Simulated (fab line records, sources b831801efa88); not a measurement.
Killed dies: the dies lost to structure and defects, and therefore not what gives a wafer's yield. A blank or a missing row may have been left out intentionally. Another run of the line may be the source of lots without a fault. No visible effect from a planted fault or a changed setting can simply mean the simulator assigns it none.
Which tool did it? :: flow sky130 :: 36 wafers from 12 lots sampled at 5 of the route's 708 steps

WHAT THE GAUGES READ, wafer by wafer
SKY_VIA3_CD_MEAS_12 targets a cd of 200 nm.
lot: L733
measured: day 40 19:45
on: cd-sem-01
cd-nm (nm): 199.2 200.7 198.3

lot: L732
measured: day 40 20:17
on: cd-sem-02
cd-nm (nm): 201.4 198.9 201.1

lot: L734
measured: day 41 05:47
on: cd-sem-01
cd-nm (nm): 200.9 200.1 200.0

lot: L736
measured: day 41 16:08
on: cd-sem-02
cd-nm (nm): 200.7 200.6 202.0

lot: L737
measured: day 41 22:12
on: cd-sem-01
cd-nm (nm): 201.8 202.8 200.8

lot: L739
measured: day 42 22:02
on: cd-sem-02
cd-nm (nm): 197.7 196.7 196.6

lot: L741
measured: day 42 23:20
on: cd-sem-01
cd-nm (nm): 200.4 200.1 200.0

lot: L747
measured: day 44 16:25
on: cd-sem-02
cd-nm (nm): 201.5 202.2 202.1

lot: L748
measured: day 45 08:04
on: cd-sem-02
cd-nm (nm): 197.1 197.1 198.1

lot: L750
measured: day 45 13:23
on: cd-sem-01
cd-nm (nm): 198.1 198.6 199.8

lot: L751
measured: day 46 04:53
on: cd-sem-02
cd-nm (nm): 201.4 200.9 200.5

lot: L753
measured: day 46 17:35
on: cd-sem-02
cd-nm (nm): 200.6 200.5 200.1

SKY_VIA3_RS_MEAS_22: a four-point-probe measurement.
lot: L733
measured: day 40 20:47
on: film-metro-02
VIA3_W_RS (ohm/sq): 0.2944 0.2927 0.2921

lot: L732
measured: day 40 21:20
on: film-metro-04
VIA3_W_RS (ohm/sq): 0.2887 0.2903 0.2867

lot: L734
measured: day 41 06:49
on: film-metro-04
VIA3_W_RS (ohm/sq): 0.2932 0.2918 0.2961

lot: L736
measured: day 41 17:11
on: film-metro-04
VIA3_W_RS (ohm/sq): 0.2939 0.2933 0.2943

lot: L737
measured: day 41 23:14
on: film-metro-02
VIA3_W_RS (ohm/sq): 0.2934 0.2934 0.2915

lot: L739
measured: day 42 23:04
on: film-metro-02
VIA3_W_RS (ohm/sq): 57.508 56.802 57.076 57.637 56.775 57.038

lot: L741
measured: day 43 00:25
on: film-metro-04
VIA3_W_RS (ohm/sq): 56.400 55.644 57.442 56.425 55.666 57.474

lot: L747
measured: day 44 17:32
on: film-metro-03
VIA3_W_RS (ohm/sq): 0.2904 0.2906 0.2889

lot: L748
measured: day 45 09:08
on: film-metro-02
VIA3_W_RS (ohm/sq): 0.2988 0.2974 0.2919

lot: L750
measured: day 45 14:25
on: film-metro-03
VIA3_W_RS (ohm/sq): 0.2996 0.2992 0.2961

lot: L751
measured: day 46 06:04
on: film-metro-03
VIA3_W_RS (ohm/sq): 0.2940 0.2922 0.2973

lot: L753
measured: day 46 19:03
on: film-metro-03
VIA3_W_RS (ohm/sq): 0.2913 0.2923 0.2925

EACH LOT AND THE TOOL THAT RAN IT (in order: tool; ch and the chambers of the sampled wafers; start)
lot: L733
SKY_CAPM_CVD_00: pecvd-02 ch 0,2, day 37 12:45
SKY_VIA3_ETCH_15: rie-diel-04 ch 1,2, day 40 19:57
SKY_VIA3_CVD_21: cvd-w-01 ch 0,1, day 40 20:40

lot: L732
SKY_CAPM_CVD_00: pecvd-04 ch 0,2, day 37 13:13
SKY_VIA3_ETCH_15: rie-diel-02 ch 1,2,3, day 40 20:29
SKY_VIA3_CVD_21: cvd-w-01 ch 0,1, day 40 21:12

lot: L734
SKY_CAPM_CVD_00: pecvd-01 ch 0,1,2, day 37 23:37
SKY_VIA3_ETCH_15: rie-diel-01 ch 1,3, day 41 05:56
SKY_VIA3_CVD_21: cvd-w-02 ch 0,1, day 41 06:41

lot: L736
SKY_CAPM_CVD_00: pecvd-01 ch 1,2, day 38 10:58
SKY_VIA3_ETCH_15: rie-diel-01 ch 0,2, day 41 16:20
SKY_VIA3_CVD_21: cvd-w-01 ch 0,1, day 41 17:03

lot: L737
SKY_CAPM_CVD_00: pecvd-02 ch 0,1,2, day 38 16:43
SKY_VIA3_ETCH_15: rie-diel-01 ch 0,1,3, day 41 22:21
SKY_VIA3_CVD_21: cvd-w-02 ch 0,1, day 41 23:07

lot: L739
SKY_CAPM_CVD_00: pecvd-01 ch 0,1,2, day 39 16:38
SKY_VIA3_ETCH_15: rie-diel-02 ch 1,3, day 42 22:14
SKY_VIA3_CVD_21: cvd-w-01 ch 0,1, day 42 22:57

lot: L741
SKY_CAPM_CVD_00: pecvd-04 ch 0,1,2, day 39 18:23
SKY_VIA3_ETCH_15: rie-diel-04 ch 0,1, day 42 23:32
SKY_VIA3_CVD_21: cvd-w-01 ch 0,1, day 43 00:18

lot: L747
SKY_CAPM_CVD_00: pecvd-01 ch 0,2, day 41 15:11
SKY_VIA3_ETCH_15: rie-diel-02 ch 0,1,2, day 44 16:36
SKY_VIA3_CVD_21: cvd-w-02 ch 0,1, day 44 17:25

lot: L748
SKY_CAPM_CVD_00: pecvd-04 ch 0,2, day 42 07:37
SKY_VIA3_ETCH_15: rie-diel-04 ch 0,2,3, day 45 08:15
SKY_VIA3_CVD_21: cvd-w-01 ch 0,1, day 45 09:01

lot: L750
SKY_CAPM_CVD_00: pecvd-04 ch 0,2, day 42 14:16
SKY_VIA3_ETCH_15: rie-diel-02 ch 0,1,3, day 45 13:35
SKY_VIA3_CVD_21: cvd-w-02 ch 0,1, day 45 14:18

lot: L751
SKY_CAPM_CVD_00: pecvd-01 ch 0,2, day 43 07:46
SKY_VIA3_ETCH_15: rie-diel-01 ch 1,2, day 46 05:05
SKY_VIA3_CVD_21: cvd-w-01 ch 0, day 46 05:49

lot: L753
SKY_CAPM_CVD_00: pecvd-04 ch 0,2, day 43 22:14
SKY_VIA3_ETCH_15: rie-diel-01 ch 0,3, day 46 17:47
SKY_VIA3_CVD_21: cvd-w-02 ch 0,1, day 46 18:56
- SKY_CAPM_CVD_00: deposits SiO2, target thk 15.5 nm.
- SKY_VIA3_ETCH_15: etches SiO2 in C4F8/O2/Ar, stops on TiN, target depth 507 nm, time 78 s.
- SKY_VIA3_CVD_21: deposits W, target thk 390 nm, time 117.31 s.

WHAT THE TOOLS THEMSELVES READ (means of the sampled wafers that have a number; where no wafer has one, the mark that the record gives instead)
SKY_CAPM_CVD_00.
lot: L733
tool: pecvd-02
heater-power-outer-w (W): 386
heater-power-w (W): 621

lot: L732
tool: pecvd-04
heater-power-outer-w (W): 450
heater-power-w (W): 756

lot: L734
tool: pecvd-01
heater-power-outer-w (W): 430
heater-power-w (W): 726

lot: L736
tool: pecvd-01
heater-power-outer-w (W): 527
heater-power-w (W): 833

lot: L737
tool: pecvd-02
heater-power-outer-w (W): 388
heater-power-w (W): 657

lot: L739
tool: pecvd-01
heater-power-outer-w (W): 450
heater-power-w (W): 759

lot: L741
tool: pecvd-04
heater-power-outer-w (W): 469
heater-power-w (W): 778

lot: L747
tool: pecvd-01
heater-power-outer-w (W): 435
heater-power-w (W): 725

lot: L748
tool: pecvd-04
heater-power-outer-w (W): 420
heater-power-w (W): 729

lot: L750
tool: pecvd-04
heater-power-outer-w (W): 427
heater-power-w (W): 738

lot: L751
tool: pecvd-01
heater-power-outer-w (W): 422
heater-power-w (W): 709

lot: L753
tool: pecvd-04
heater-power-outer-w (W): 548
heater-power-w (W): 871

SKY_VIA3_ETCH_15.
lot: L733
tool: rie-diel-04
oes-product-au (a.u.): 0.946

lot: L732
tool: rie-diel-02
oes-product-au (a.u.): 0.947

lot: L734
tool: rie-diel-01
oes-product-au (a.u.): 0.947

lot: L736
tool: rie-diel-01
oes-product-au (a.u.): 0.945

lot: L737
tool: rie-diel-01
oes-product-au (a.u.): 0.945

lot: L739
tool: rie-diel-02
oes-product-au (a.u.): 0.947

lot: L741
tool: rie-diel-04
oes-product-au (a.u.): 0.947

lot: L747
tool: rie-diel-02
oes-product-au (a.u.): 0.945

lot: L748
tool: rie-diel-04
oes-product-au (a.u.): 0.942

lot: L750
tool: rie-diel-02
oes-product-au (a.u.): 0.949

lot: L751
tool: rie-diel-01
oes-product-au (a.u.): 0.948

lot: L753
tool: rie-diel-01
oes-product-au (a.u.): 0.943

SKY_VIA3_CVD_21.
lot: L733
tool: cvd-w-01
chamber-pressure-Torr (Torr): 40.08
heater-power-outer-w (W): 443
heater-power-w (W): 740

lot: L732
tool: cvd-w-01
chamber-pressure-Torr (Torr): 40.01
heater-power-outer-w (W): 436
heater-power-w (W): 713

lot: L734
tool: cvd-w-02
chamber-pressure-Torr (Torr): 40.05
heater-power-outer-w (W): 509
heater-power-w (W): 795

lot: L736
tool: cvd-w-01
chamber-pressure-Torr (Torr): 39.98
heater-power-outer-w (W): 452
heater-power-w (W): 729

lot: L737
tool: cvd-w-02
chamber-pressure-Torr (Torr): 39.94
heater-power-outer-w (W): 503
heater-power-w (W): 796

lot: L739
tool: cvd-w-01
chamber-pressure-Torr (Torr): -
heater-power-outer-w (W): -
heater-power-w (W): -

lot: L741
tool: cvd-w-01
chamber-pressure-Torr (Torr): -
heater-power-outer-w (W): -
heater-power-w (W): -

lot: L747
tool: cvd-w-02
chamber-pressure-Torr (Torr): 40.06
heater-power-outer-w (W): 503
heater-power-w (W): 809

lot: L748
tool: cvd-w-01
chamber-pressure-Torr (Torr): 40.01
heater-power-outer-w (W): 438
heater-power-w (W): 716

lot: L750
tool: cvd-w-02
chamber-pressure-Torr (Torr): 39.99
heater-power-outer-w (W): 503
heater-power-w (W): 804

lot: L751
tool: cvd-w-01
chamber-pressure-Torr (Torr): 39.98
heater-power-outer-w (W): 420
heater-power-w (W): 696

lot: L753
tool: cvd-w-02
chamber-pressure-Torr (Torr): 40.04
heater-power-outer-w (W): 506
heater-power-w (W): 806

THE ANSWER, worked out from the rows above alone
Rule: usual is defined by the lots themselves. Put in order of their means at a reading, lots are off if they are a third of the lots or fewer, leave a main group of 4 or more, and stand apart from it by a gap of 3 or more times the standard deviation of the main group's means; of several such gaps the widest counts. If all means in a main group match to the digits the tables above print for the reading, that group is not used. A lot without any number at a reading at which 4 lots or more have one is off too. The other lots that the step has rows for count as sound. The gauges are gone through in route order, then the tools' own readings, and for those a lot's mean is taken as printed above. At the first step where some lot is off, the reading lying furthest off is the one used; lots without a number count as furthest.
Off: L739, L741, seen at SKY_VIA3_RS_MEAS_22 (VIA3_W_RS). The main group has a mean of 0.2933 ohm/sq with a standard deviation of 0.0026.
If a tool, at a process step before that reading, ran all the lots that are off and no sound lot after the first of them, it fits. Not tried: the gauges at SKY_VIA3_RS_MEAS_22; whatever is off there is also off at SKY_VIA3_CVD_21, on other tools, and gauge error can't account for it. No candidate that was tried fits.

WHAT HAD BEEN PUT IN BY THE SIMULATOR
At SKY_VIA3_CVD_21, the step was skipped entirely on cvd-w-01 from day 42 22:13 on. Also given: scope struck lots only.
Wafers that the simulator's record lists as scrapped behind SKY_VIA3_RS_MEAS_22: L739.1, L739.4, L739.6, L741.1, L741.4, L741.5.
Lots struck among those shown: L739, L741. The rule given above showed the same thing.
